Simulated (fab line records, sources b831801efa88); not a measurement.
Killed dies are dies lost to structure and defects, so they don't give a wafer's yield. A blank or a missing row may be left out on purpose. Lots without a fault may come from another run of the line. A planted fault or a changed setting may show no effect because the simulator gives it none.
Problem report in the 8D (eight disciplines) form, filled by code | flow sky130 | the parts of the form that need people (team, actions taken, sign-off) are left out

1. THE PROBLEM
SONOS_ONO_CVD_04_THK at SKY_SONOS_ONO_THK_MEAS_05 reads a mean of 4.13 nm on 6 wafers of 2 lots; wafers without a fault read 5.72 nm with a standard deviation of 0.14. That is -11 standard deviations from the usual mean.
First seen on wafer L402.4, day 14 17:46, on film_metro-01. The record holds 33 wafers of 11 lots with a number at this step. Rule for "out", or "out of limits": more than 4 standard deviations from the usual mean. The other wafers with a number count as sound.

2. WHAT IT IS AND WHAT IT IS NOT
question                    | is                           | is not
which readings at this step | SONOS_ONO_CVD_04_THK         | -
which lots                  | L402, L403                   | L393, L394, L395, L396, L397, L398, L411, L412, L413
which wafers of those lots  | all that have a number       | -
read on which gauges        | film_metro-01, film_metro-03 | film_metro-04
when                        | from day 14 17:46            | up to then (18 sound wafers); but 9 sound wafers of L411, L412, L413 came after

3. SUSPECTS, AND WHAT RULES EACH OUT
Counting: a tool at a process step up to the reading stays a suspect if it ran every lot that is out and no sound lot after the first of them.
- the gauge at SKY_SONOS_ONO_THK_MEAS_05: ruled out. The wafers that are out were read on 2 gauges (film_metro-01, film_metro-03).
- lpcvd-03 at SKY_SONOS_ONO_CVD_04 (deposits SiO2 from SiH4/N2O, target thk 5.7199 nm): ruled out as a lasting fault. Sound lots L411, L412, L413 ran on it after its first lot that is out, L402 (day 14 16:29).
Left after counting: nothing in the record.

4. THE CAUSE (what the simulator had put in)
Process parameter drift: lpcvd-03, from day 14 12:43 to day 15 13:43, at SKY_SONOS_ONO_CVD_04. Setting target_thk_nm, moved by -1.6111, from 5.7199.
Counting ruled it out, wrongly: the rule takes a fault to strike every lot that its tool runs from its start on, and this one did not.

5. THE CHAIN OF EFFECTS, in route order
Each row: a reading whose mean over the struck wafers that have a number lies more than 3 standard deviations from the usual. Only readings for which the record gives a usual standard deviation are gone through. hours: the time from each lot's start at the first step in this table that gives one to its start at this step, as a median over the lots. sigmas: the change in usual standard deviations.
hours | step                      | reading              | usual   | on struck wafers | change | sigmas
0     | SKY_SONOS_ONO_THK_MEAS_05 | SONOS_ONO_CVD_04_THK | 5.72 nm | 4.13             | -1.59  | -11

6. WHAT WOULD HAVE CAUGHT IT SOONER
In this record the first reading out of limits at a measuring or inspecting step was taken at day 14 17:46, 5 hours after the fault began at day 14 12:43.
Of the tool readings at SKY_SONOS_ONO_CVD_04 for which the record gives a usual standard deviation, none was out on any struck wafer, so an alarm limit of 4 standard deviations on them would not have fired.
